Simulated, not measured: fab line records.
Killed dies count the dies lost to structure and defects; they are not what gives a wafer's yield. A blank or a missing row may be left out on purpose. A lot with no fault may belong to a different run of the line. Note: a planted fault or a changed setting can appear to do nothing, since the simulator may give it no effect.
Matching of chambers -- flow sky130 -- rie diel-03 running SKY_METAL4_ETCH_17: 4 sister chambers
The step etches SiO2 in C4F8/O2/Ar, stops on TiN, time 3.9 s, target depth 15 nm. 4 wafers are shown with their chamber, then 8 later ones without.

WAFERS, EACH WITH ITS CHAMBER
wafer,chamber,bias w (W)
L077.5,3,1197
L084.2,2,1200
L086.2,0,1204
L089.1,1,1200

WAFERS MISSING THEIR CHAMBER
wafer,bias w (W)
L089.2,1200
L089.4,1205
L091.3,1202
L091.4,1197
L091.6,1205
L097.1,1203
L097.3,1199
L097.4,1195

EACH ONE'S CHAMBER
wafer,from the rows above,in truth
L089.2,can't be placed: 1 or 2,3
L089.4,0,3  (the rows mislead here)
L091.3,can't be placed: 0 or 1 or 2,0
L091.4,3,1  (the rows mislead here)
L091.6,0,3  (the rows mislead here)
L097.1,can't be placed: 0 or 1 or 2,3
L097.3,can't be placed: 1 or 2 or 3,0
L097.4,3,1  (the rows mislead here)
0 of 8 placed correctly. From these rows, 4 cannot be placed; in 1 the true chamber is one of the candidates. Wrongly placed: 4.
How it was worked out, from the rows above alone: a wafer's distance from a chamber is the root of the sum, over the readings, of the square of ((its reading less the chamber's mean) divided by the reading's scatter). The wafer belongs to the nearest chamber; if the next one is less than 2 further off, it can't be placed. The mean given for a chamber averages the wafers shown for that chamber. The scatter (one wafer shown for each chamber): square how far every hidden wafer sits from the nearest shown wafer, average those squares and take the square root.
